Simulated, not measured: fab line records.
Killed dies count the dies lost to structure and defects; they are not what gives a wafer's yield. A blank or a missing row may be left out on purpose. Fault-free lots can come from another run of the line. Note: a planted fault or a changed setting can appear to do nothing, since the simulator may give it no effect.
Split-lot study    flow sky130    23 wafers read from 5 lots, route of 708 steps

== SPLIT DETAILS ==
At SKY_GATE_OXIDE_CLEAN_15 (cleans in SC1/SC2, time 150 s), the setting time s was moved away from the recipe's 150 s on 10 of the 23 wafers read, by -14.7% to +13.2%. For the rest of the wafers, this setting stayed at what the recipe calls for.

Reading taken at the split's own step.

== THE READING ==
SiO2_of_SONOS_ONO_CVD_04.thk nm (the simulator's own value, which no gauge read), in nm, at SKY_GATE_OXIDE_CLEAN_15 (cleans in SC1/SC2, time 150 s). The file does not state a usual value for it. Here, 13 wafers ran the recipe; their average is 4.064 nm with a standard deviation of 0.099 nm.

wafer   tool, chamber at the split  time s as run, s  against the recipe  SiO2_of_SONOS_ONO_CVD_04.thk nm, nm  against lot-mates on the recipe
L079.1  -, -                        150               recipe              4.1                                  -
L079.2  -, -                        150               recipe              4.116                                -
L079.3  -, -                        150               recipe              4.273                                -
L079.4  -, -                        150               recipe              4.089                                -
L079.6  -, -                        150               recipe              4.19                                 -
L080.1  -, -                        128               -14.7%              3.833                                no lot-mate on the recipe
L080.2  -, -                        128               -14.7%              3.906                                no lot-mate on the recipe
L080.4  -, -                        128               -14.7%              3.82                                 no lot-mate on the recipe
L080.5  -, -                        128               -14.7%              3.911                                no lot-mate on the recipe
L080.6  -, -                        128               -14.7%              3.868                                no lot-mate on the recipe
L081.1  wet bench-04, 3             150               recipe              3.989                                -
L081.2  wet bench-04, 3             150               recipe              3.847                                -
L081.3  wet bench-04, 3             150               recipe              4.002                                -
L084.2  -, -                        150               recipe              4.104                                -
L084.3  -, -                        150               recipe              4.013                                -
L084.4  -, -                        150               recipe              4.033                                -
L084.5  -, -                        150               recipe              4.036                                -
L084.6  -, -                        150               recipe              4.043                                -
L085.1  -, -                        169.8             +13.2%              4.834                                no lot-mate on the recipe
L085.2  -, -                        169.8             +13.2%              4.847                                no lot-mate on the recipe
L085.3  -, -                        169.8             +13.2%              4.855                                no lot-mate on the recipe
L085.5  -, -                        169.8             +13.2%              4.817                                no lot-mate on the recipe
L085.6  -, -                        169.8             +13.2%              4.916                                no lot-mate on the recipe

FIT RESULTS
A straight line over all 23 wafers: SiO2_of_SONOS_ONO_CVD_04.thk nm changes by +0.0347 nm for each +1% of time s; r = +0.87; the points scatter about the line by 0.19 nm.
Too few moved wafers have a lot-mate on the recipe to fit a line with each lot's own level taken away.

== THE FILE'S OWN FIT ==
SiO2_of_SONOS_ONO_CVD_04.thk nm changes by +0.0347 nm for each +1% of time s, r = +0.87.
